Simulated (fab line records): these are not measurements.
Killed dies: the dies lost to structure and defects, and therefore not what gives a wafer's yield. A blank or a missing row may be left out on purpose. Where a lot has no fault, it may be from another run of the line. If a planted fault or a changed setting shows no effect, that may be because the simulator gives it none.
Which of the tools did it? + flow sky130 + Sampling: 13 lots, 39 wafers, 5 of 708 route steps

== WHAT EACH GAUGE READ, for each wafer ==
SKY_VT_ADJUST_HVTP_CD_MEAS_07: the cd target is 380 nm. Usual: cdNm 379.8 nm, standard deviation 2.3.
| lot  | measured     | on       | cdNm (nm)         | flag |
|------|--------------|----------|-------------------|------|
| L432 | day 6 02:44  | cdSem-02 | 378.5 379.7 377.3 |      |
| L433 | day 6 07:32  | cdSem-02 | 377.2 377.1 377.0 |      |
| L434 | day 6 13:33  | cdSem-02 | 377.0 375.4 377.0 |      |
| L435 | day 6 19:44  | cdSem-01 | 377.2 378.4 377.0 |      |
| L436 | day 7 04:49  | cdSem-02 | 377.9 379.7 377.4 |      |
| L437 | day 7 07:15  | cdSem-02 | 375.9 378.7 377.6 |      |
| L438 | day 7 17:08  | cdSem-01 | 381.5 381.1 379.7 |      |
| L439 | day 7 23:44  | cdSem-02 | 381.5 383.4 380.8 |      |
| L440 | day 8 07:58  | cdSem-01 | 379.2 378.8 381.5 |      |
| L444 | day 9 09:59  | cdSem-02 | 383.1 383.2 384.4 |      |
| L453 | day 11 10:41 | cdSem-02 | 378.9 381.5 376.7 |      |
| L454 | day 11 11:28 | cdSem-02 | 383.3 382.2 382.6 |      |
| L455 | day 11 22:45 | cdSem-02 | 377.2 379.3 381.2 |      |

SKY_VT_ADJUST_LVTN_OVL_MEAS_07. Usual: VT_ADJUST_LVTN_OVL gives -0.3 nm (standard deviation 1.2).
| lot  | measured     | on         | VT_ADJUST_LVTN_OVL (nm) | flag |
|------|--------------|------------|-------------------------|------|
| L432 | day 6 22:58  | overlay-02 | -2.5 -2.5 -1.3          |      |
| L433 | day 7 02:17  | overlay-01 | 1.3 -2.1 -1.5           |      |
| L434 | day 7 09:23  | overlay-01 | -1.2 -1.3 -2.2          |      |
| L435 | day 7 16:08  | overlay-01 | -0.3 -0.9 -2.3          |      |
| L436 | day 8 00:50  | overlay-02 | -0.6 -1.4 -2.4          |      |
| L437 | day 8 12:01  | overlay-02 | -1.2 -0.3 2.2           |      |
| L438 | day 8 13:50  | overlay-02 | -0.8 0.7 2.0            |      |
| L439 | day 8 17:41  | overlay-01 | -0.3 0.2 0.1            |      |
| L440 | day 9 08:22  | overlay-02 | 1.2 -0.5 1.6            |      |
| L444 | day 10 07:47 | overlay-02 | 0.6 1.8 -0.6            |      |
| L453 | day 12 09:35 | overlay-01 | 0.6 -1.8 -1.2           |      |
| L454 | day 12 10:49 | overlay-01 | -0.5 -1.4 1.3           |      |
| L455 | day 12 22:17 | overlay-01 | -1.5 -1.9 0.3           |      |

SKY_SONOS_ONO_THK_MEAS_03. Usual: SONOS_ONO_CVD_02_THK gives 10.55 nm (standard deviation 0.17).
| lot  | measured     | on           | SONOS_ONO_CVD_02_THK (nm) | flag |
|------|--------------|--------------|---------------------------|------|
| L432 | day 11 15:16 | filmMetro-02 | 10.51 10.43 10.46         |      |
| L433 | day 11 15:17 | filmMetro-01 | 10.40 10.38 10.39         |      |
| L434 | day 12 07:50 | filmMetro-04 | 10.44 10.44 10.41         |      |
| L435 | day 12 07:49 | filmMetro-01 | 10.56 10.64 10.69         |      |
| L436 | day 12 16:12 | filmMetro-01 | 10.56 10.71 10.59         |      |
| L437 | day 13 02:29 | filmMetro-04 | 10.60 10.60 10.64         |      |
| L438 | day 13 09:08 | filmMetro-02 | 10.57 10.58 10.42         |      |
| L439 | day 13 15:34 | filmMetro-01 | 10.57 10.40 10.43         |      |
| L440 | day 14 10:15 | filmMetro-02 | 10.81 10.52 10.63         |      |
| L444 | day 15 10:17 | filmMetro-01 | 13.50 13.46 13.48         | OFF  |
| L453 | day 18 07:00 | filmMetro-01 | 10.10 10.13 10.21         |      |
| L454 | day 18 18:52 | filmMetro-04 | 10.64 10.62 10.59         |      |
| L455 | day 19 00:13 | filmMetro-01 | 10.59 10.60 10.53         |      |

== EACH LOT AND THE TOOL THAT RAN IT (in order: tool; ch and the chambers of the sampled wafers; start) ==
| lot  | SKY_NWELL_RTA_28                | SKY_SONOS_ONO_CVD_02        |
|------|---------------------------------|-----------------------------|
| L432 | rtpAnneal-02 ch 0, day 5 08:58  | lpcvd-02 ch 1, day 11 14:13 |
| L433 | rtpAnneal-01 ch 0, day 5 12:26  | lpcvd-02 ch 1, day 11 14:13 |
| L434 | rtpAnneal-01 ch 0, day 5 19:00  | lpcvd-02 ch 1, day 12 06:46 |
| L435 | rtpAnneal-01 ch 0, day 6 00:13  | lpcvd-02 ch 0, day 12 06:46 |
| L436 | rtpAnneal-01 ch 0, day 6 09:38  | lpcvd-02 ch 0, day 12 15:09 |
| L437 | rtpAnneal-02 ch 0, day 6 11:11  | lpcvd-02 ch 1, day 13 01:26 |
| L438 | rtpAnneal-01 ch 0, day 6 21:03  | lpcvd-02 ch 1, day 13 08:04 |
| L439 | rtpAnneal-01 ch 0, day 7 03:32  | lpcvd-02 ch 0, day 13 14:31 |
| L440 | rtpAnneal-01 ch 0, day 7 11:53  | lpcvd-02 ch 0, day 14 09:12 |
| L444 | rtpAnneal-01 ch 0, day 8 14:09  | lpcvd-02 ch 0, day 15 09:14 |
| L453 | rtpAnneal-01 ch 0, day 10 12:26 | lpcvd-02 ch 0, day 18 05:57 |
| L454 | rtpAnneal-02 ch 0, day 10 13:43 | lpcvd-02 ch 0, day 18 17:49 |
| L455 | rtpAnneal-01 ch 0, day 11 00:50 | lpcvd-02 ch 1, day 18 23:09 |
- SKY_NWELL_RTA_28: time 30 s.
- SKY_SONOS_ONO_CVD_02: deposits Si3N4 from DCS/NH3, target thk 10.5 nm, time 180 s.

== WHAT THE TOOLS THEMSELVES READ (means of the sampled wafers that have a number; where no wafer has one, the mark that the record gives instead) ==
SKY_NWELL_RTA_28. Usual: lampPowerPct 25.30 %, standard deviation 0.056; wafer_temp_C_max 1054.9, standard deviation 0.95.
| lot  | tool         | lampPowerPct (%) | wafer_temp_C_max | flag |
|------|--------------|------------------|------------------|------|
| L432 | rtpAnneal-02 | 25.32            | 1054.8           |      |
| L433 | rtpAnneal-01 | 25.28            | 1055.1           |      |
| L434 | rtpAnneal-01 | 25.27            | 1054.3           |      |
| L435 | rtpAnneal-01 | 25.34            | 1054.9           |      |
| L436 | rtpAnneal-01 | 25.33            | 1055.1           |      |
| L437 | rtpAnneal-02 | 25.34            | 1055.4           |      |
| L438 | rtpAnneal-01 | 25.30            | 1054.4           |      |
| L439 | rtpAnneal-01 | 25.27            | 1055.6           |      |
| L440 | rtpAnneal-01 | 25.25            | 1055.0           |      |
| L444 | rtpAnneal-01 | 25.30            | 1055.5           |      |
| L453 | rtpAnneal-01 | 25.28            | 1054.6           |      |
| L454 | rtpAnneal-02 | 25.28            | 1054.3           |      |
| L455 | rtpAnneal-01 | 25.30            | 1054.5           |      |

== THE ANSWER, worked out from the rows above alone ==
Rule: take the mean of a lot's wafers that have a number; if it is more than 3 standard deviations from the usual mean, the lot is off. A lot without any number at a reading at which 4 lots or more have one is off too. Where the step has rows for the other lots, those lots are counted as sound. After the gauges, taken in route order, come the tools' own readings; for these a lot's mean is taken, as printed above. The first step at which some lot is off is used, and at that step the reading that is off furthest; a lot without a number counts as furthest.
Off: at SKY_SONOS_ONO_THK_MEAS_03 (SONOS_ONO_CVD_02_THK), L444.
If a tool, at a process step before that reading, ran all the lots that are off and no sound lot after the first of them, it fits. Gauges at SKY_SONOS_ONO_THK_MEAS_03: tried the same way as those tools. Of those tried, none fits.

== WHAT THE SIMULATOR HAD INSERTED ==
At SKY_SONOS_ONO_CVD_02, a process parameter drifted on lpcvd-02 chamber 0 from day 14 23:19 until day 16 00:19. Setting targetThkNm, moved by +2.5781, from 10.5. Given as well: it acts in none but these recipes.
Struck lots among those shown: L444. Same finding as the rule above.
